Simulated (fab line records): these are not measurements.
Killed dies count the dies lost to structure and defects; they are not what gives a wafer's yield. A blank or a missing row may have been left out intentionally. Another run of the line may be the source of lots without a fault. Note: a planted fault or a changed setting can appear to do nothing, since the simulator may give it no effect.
8D (eight disciplines) problem report, filled in by code / flow sky130 / the parts of the form that need people (team, actions taken, sign-off) are left out

1. WHAT IS WRONG
cathode dc power W at SKY_METAL4_SPUTTER_01 reads a mean of 6061.4 W on 6 wafers of 2 lots; wafers without a fault read 6500.0 W with a standard deviation of 1.1. So: -99 or more standard deviations from the usual mean.
The step: material TiN, target thk 20 nm, time 16.7 s.
First seen on wafer L410.3, day 43 07:16, on pvd sputter-04. Wafers with a number at this step in the record: 39, from 13 lots. By rule, "out" or "out of limits" means more than 4 standard deviations away from the usual mean. Any other wafer with a number is counted as sound.

2. WHAT IT IS, WHAT IT ISN'T
question=which readings at this step | is=cathode dc power W | is not=-
question=which lots | is=L410, L414 | is not=L398, L399, L400, L401, L402, L405, L406, L407, L411, L416, L421
question=which wafers of those lots | is=all that have a number | is not=-
question=read on which tools | is=pvd sputter-04 | is not=pvd sputter-01, pvd sputter-02
question=when | is=from day 43 07:16 | is not=up to then (24 sound wafers); but 9 sound wafers of L411, L416, L421 came after

3. WHAT RULES OUT EACH SUSPECT
Counting: a tool stays on the suspect list if, at a process step up to the reading, it processed all lots that are out and no sound lot following the first of them.
- pvd sputter-04 at SKY_METAL4_SPUTTER_01 (material TiN, target thk 20 nm, time 16.7 s): kept. Every lot that is out went through it, starting with L410 (day 43 07:16), and after that it ran no sound lot; the last sound lot it ran before then is L407 (day 42 06:46). Its own cathode dc power W readings are out on those wafers.
After counting, what remains is pvd sputter-04 at SKY_METAL4_SPUTTER_01.

4. THE CAUSE (what the simulator had put in)
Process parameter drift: pvd sputter-04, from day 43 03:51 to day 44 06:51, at SKY_METAL4_SPUTTER_01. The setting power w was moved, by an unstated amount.
The count eliminated every tool but this one.

5. SEQUENCE OF EFFECTS, ordered by route
Rows list readings where the struck wafers' mean (over those with a number) sits beyond 3 standard deviations from the usual. Scope: only readings with a usual standard deviation given in the record; hours: median across lots of the time from each lot's start at the first step in this table that gives one to its start at this step; sigmas: change in usual standard deviations.
hours=0; step=SKY_METAL4_SPUTTER_01; reading=cathode dc power W; usual=6500.0 W; on struck wafers=6061.4; change=-438.6; sigmas=-99 or more
Its process steps:
- SKY_METAL4_SPUTTER_01: material TiN, target thk 20 nm, time 16.7 s.
Later steps that measure or inspect, where all struck wafers having a row at the step show a number for every such reading and not one has moved that far: SKY_CAP2M_THK_MEAS_01, SKY_CAP2M_THK_MEAS_04.

6. WHAT WOULD HAVE CAUGHT IT SOONER
In this record no reading fell out of limits until day 43 07:16, 3 hours after the fault had begun at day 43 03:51.
